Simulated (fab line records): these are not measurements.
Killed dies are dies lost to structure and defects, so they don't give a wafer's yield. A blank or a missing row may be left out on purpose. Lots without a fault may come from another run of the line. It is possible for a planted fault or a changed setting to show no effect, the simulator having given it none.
Check for tools in common -- flow sky130 -- 39 wafers sampled across 13 lots

== THE REASON FOR OPENING IT ==
Flagged at SKY_SD_P_CD_MEAS_07: reading cdNm, on 1 of 13 lots. No-fault wafers: 380.6 nm, standard deviation 2.5.
Rule: a lot is flagged in two cases, either no wafer of it has a number, or all its wafers with numbers fall more than 4 standard deviations from that mean. The rest of the lots are taken to be sound.

lot,measured,on,"cdNm (nm), wafer by wafer",flag
L641,day 25 02:07,cdSem-01,378.9 379.3 377.4,
L643,day 26 02:32,cdSem-01,383.1 382.0 382.7,
L644,day 26 14:41,cdSem-02,378.7 379.9 378.6,
L647,day 27 21:31,cdSem-02,305.7 305.5 307.1,FLAGGED
L651,day 29 01:19,cdSem-01,378.0 378.8 379.2,
L655,day 30 14:40,cdSem-02,385.7 383.2 384.2,
L656,day 30 16:43,cdSem-01,380.3 378.1 377.2,
L657,day 30 22:49,cdSem-02,377.4 376.2 375.1,
L659,day 31 17:01,cdSem-02,378.9 376.8 377.2,
L660,day 32 01:59,cdSem-02,379.1 377.0 377.2,
L661,day 32 12:44,cdSem-01,381.3 383.5 380.8,
L662,day 32 18:56,cdSem-01,382.7 380.7 382.5,
L663,day 32 22:20,cdSem-02,375.5 378.0 377.9,
The numbers of the flagged lots are 306.1 nm on average: -74.5 nm against the usual, or -30 standard deviations.

== LOT BY LOT: THE TOOL USED ==
The record keeps 1 process step preceding the reading, out of 708 steps on the route. Read each cell as the tool, then ch plus the chambers that the sampled wafers visited, then the start.
lot,flag,SKY_SD_P_EXPOSE_04
L641,,"ilineStepper-01 ch 0, day 24 11:02"
L643,,"ilineStepper-02 ch 0, day 25 12:29"
L644,,"ilineStepper-02 ch 0, day 26 00:23"
L647,FLAGGED,"ilineStepper-02 ch 0, day 27 06:58"
L651,,"ilineStepper-02 ch 0, day 28 11:20"
L655,,"ilineStepper-01 ch 0, day 30 00:28"
L656,,"ilineStepper-01 ch 0, day 30 03:31"
L657,,"ilineStepper-02 ch 0, day 30 09:38"
L659,,"ilineStepper-02 ch 0, day 31 03:43"
L660,,"ilineStepper-02 ch 0, day 31 12:32"
L661,,"ilineStepper-02 ch 0, day 31 23:14"
L662,,"ilineStepper-02 ch 0, day 32 05:12"
L663,,"ilineStepper-02 ch 0, day 32 08:32"
What the steps here do:
- SKY_SD_P_EXPOSE_04: exposes mask PSDM, target cd 380 nm.
- SKY_SD_P_CD_MEAS_07: target cd 380 nm.

== FLAGGED OVER TOTAL, TOOL BY TOOL (the gauges that took the reading come last) ==
step,tool,lots run,flagged,share of the flagged lots,sound lots run after its first flagged lot
SKY_SD_P_EXPOSE_04,ilineStepper-01,3,0,none,-
SKY_SD_P_EXPOSE_04,ilineStepper-02,10,1,all,"7 (L651,L657,L659,L660,L661,L662,L663)"
SKY_SD_P_CD_MEAS_07,cdSem-01,6,0,none,-
SKY_SD_P_CD_MEAS_07,cdSem-02,7,1,all,"5 (L655,L657,L659,L660,L663)"

== WHAT IS ALLOWED BY THE TABLE ==
ilineStepper-02 at SKY_SD_P_EXPOSE_04 and cdSem-02 at SKY_SD_P_CD_MEAS_07 are the 2 rows of the table that ran each flagged lot.
- ilineStepper-02 at SKY_SD_P_EXPOSE_04 ran 10 lots, 1 of them flagged. Lots that were sound ran on it after the first flagged one (L651, L657, L659, L660, L661, L662, L663); a persistent fault on the entire tool would not allow that.
- cdSem-02 at SKY_SD_P_CD_MEAS_07 ran 7 lots, 1 of them flagged. Lots that were sound ran on it after the first flagged one (L655, L657, L659, L660, L663); a persistent fault on the entire tool would not allow that.
None of the table's rows ran every flagged lot and, after the first, no sound lot.

== WHAT THE SIMULATOR HAD PUT IN ==
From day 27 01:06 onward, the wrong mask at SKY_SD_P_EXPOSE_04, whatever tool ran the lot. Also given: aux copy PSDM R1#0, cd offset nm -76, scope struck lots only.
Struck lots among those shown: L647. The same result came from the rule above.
